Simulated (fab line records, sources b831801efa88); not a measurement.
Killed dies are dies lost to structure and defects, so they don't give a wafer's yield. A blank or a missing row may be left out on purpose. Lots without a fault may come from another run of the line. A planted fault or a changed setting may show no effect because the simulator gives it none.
Chamber matching | flow gf180mcu | GF_V3_CMP_26 on cmp-01: 4 sister chambers
The step polishes, stops on SiO2, t overpolish 15 s, target thk 0 nm. 8 wafers are shown with their chamber, then 7 later ones without.

WAFERS WITH THEIR CHAMBER
wafer  | chamber | motor_current_A (A) | overpolish_run_s (s)
L538.6 | 2       | 10.7                | 15.007
L540.1 | 1       | 10.8                | 14.986
L540.5 | 3       | 11.7                | 14.984
L539.1 | 1       | 10.6                | 14.992
L539.3 | 0       | 9.1                 | 14.993
L539.4 | 3       | 11.1                | 14.999
L550.2 | 2       | 10.3                | 14.987
L550.3 | 0       | 10.0                | 15.005

WAFERS WITHOUT THEIR CHAMBER
wafer  | motor_current_A (A) | overpolish_run_s (s)
L550.6 | 11.0                | 14.988
L552.2 | 9.3                 | 14.992
L552.3 | 11.3                | 15.017
L552.6 | 10.0                | 14.992
L557.2 | 9.4                 | 15.004
L557.4 | 10.7                | 14.989
L557.6 | 9.4                 | 15.002

WHICH CHAMBER EACH WENT THROUGH
wafer  | from the rows above          | in truth
L550.6 | can't be placed: 1 or 3 or 2 | 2
L552.2 | 0                            | 0
L552.3 | can't be placed: 3 or 2 or 1 | 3
L552.6 | can't be placed: 0 or 2 or 1 | 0
L557.2 | 0                            | 0
L557.4 | can't be placed: 1 or 2 or 3 | 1
L557.6 | 0                            | 0
Placed correctly: 3 of 7. Can't be placed from these rows: 4 (the true chamber is among the candidates in 4). Placed wrongly: 0.
How it was worked out, from the rows above alone: a wafer's distance from a chamber is the root of the sum, over the readings, of the square of ((its reading less the chamber's mean) divided by the reading's scatter). The wafer belongs to the nearest chamber; if the next one is less than 2 further off, it can't be placed. A chamber's mean is the mean of its shown wafers. The scatter: the root of (the sum of the squares of (reading less its chamber's mean) over the shown wafers, divided by (wafers less chambers)).
